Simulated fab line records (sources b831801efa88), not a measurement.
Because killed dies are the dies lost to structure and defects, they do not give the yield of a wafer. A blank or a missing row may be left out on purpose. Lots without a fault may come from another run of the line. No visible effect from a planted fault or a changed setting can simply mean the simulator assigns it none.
2 desks looking at one fault :: flow sky130 :: only its own numbers are on each desk; what lay behind them is given at the end

FROM THE METROLOGY DESK
What the gauges read for every lot (on any tool): the sampled wafers with a number, averaged. The brackets show how far a lot's mean lies from the usual mean; more than 4 standard deviations puts the lot out of limits, marked OUT.
Columns: A = CAP2M_TIN_THK at SKY_CAP2M_THK_MEAS_04, usual 201.1 nm
lot: L273
first seen here: day 39 23:10
A: 198.7

lot: L275
first seen here: day 40 04:45
A: 202.6

lot: L276
first seen here: day 40 13:01
A: 196.9

lot: L277
first seen here: day 40 18:51
A: 201.1

lot: L278
first seen here: day 41 00:14
A: 198.6

lot: L279
first seen here: day 41 04:58
A: 200.5

lot: L282
first seen here: day 42 03:59
A: 199.4

lot: L286
first seen here: day 43 06:35
A: 199.4

lot: L287
first seen here: day 43 23:08
A: 201.0

lot: L288
first seen here: day 44 02:08
A: 201.6

lot: L289
first seen here: day 44 12:24
A: 202.5

lot: L291
first seen here: day 45 01:47
A: 203.0

lot: L296
first seen here: day 46 05:21
A: 201.2
This desk's finding: nothing out of limits on any of the 13 lots.

DESK OF THE TOOL OWNER: litho track-04
The tool's own readings at SKY_METAL4_COAT_07 (resist thk 60 nm): means of the sampled wafers that have a number, for each lot that ran on this tool. The brackets show how far a lot's mean lies from the usual mean; more than 4 standard deviations puts the lot out of limits, marked OUT.
Columns: A = dispense pressure kPa at SKY_METAL4_COAT_07, usual 47 kPa; B = spin speed rpm at SKY_METAL4_COAT_07, usual 3000.4 rpm
lot: L275
first seen here: day 41 19:44
A: 54
B: 3001.2

lot: L277
first seen here: day 42 05:35
A: 54
B: 3003.5

lot: L278
first seen here: day 42 12:00
A: 54
B: 2998.6

lot: L286
first seen here: day 44 17:11
A: 54
B: 2939.2 (-36) OUT

lot: L287
first seen here: day 45 07:14
A: 54
B: 2938.8 (-36) OUT
This desk's verdict: out of limits on L286, L287, starting with L286 at day 44 17:11 (spin speed rpm at SKY_METAL4_COAT_07). L275, L277, L278: within limits.

TAKEN TOGETHER
On L286, L287, at day 44 17:11, an alarm was possible from the tool owner's desk.
Nothing out of limits was seen by the metrology desk.
The metrology desk has L286, L287 on record, within its limits.
Of the lots named, all ran SKY_METAL4_COAT_07 on litho track-04.

WHAT THE SIMULATOR HAD PUT IN
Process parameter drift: litho track-04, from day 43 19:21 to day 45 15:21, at SKY_METAL4_COAT_07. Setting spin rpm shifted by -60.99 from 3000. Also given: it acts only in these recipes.
Lots struck among those shown: L286, L287.
Hours from the fault's start to each desk's first reading out of limits: the tool owner's desk, 22.
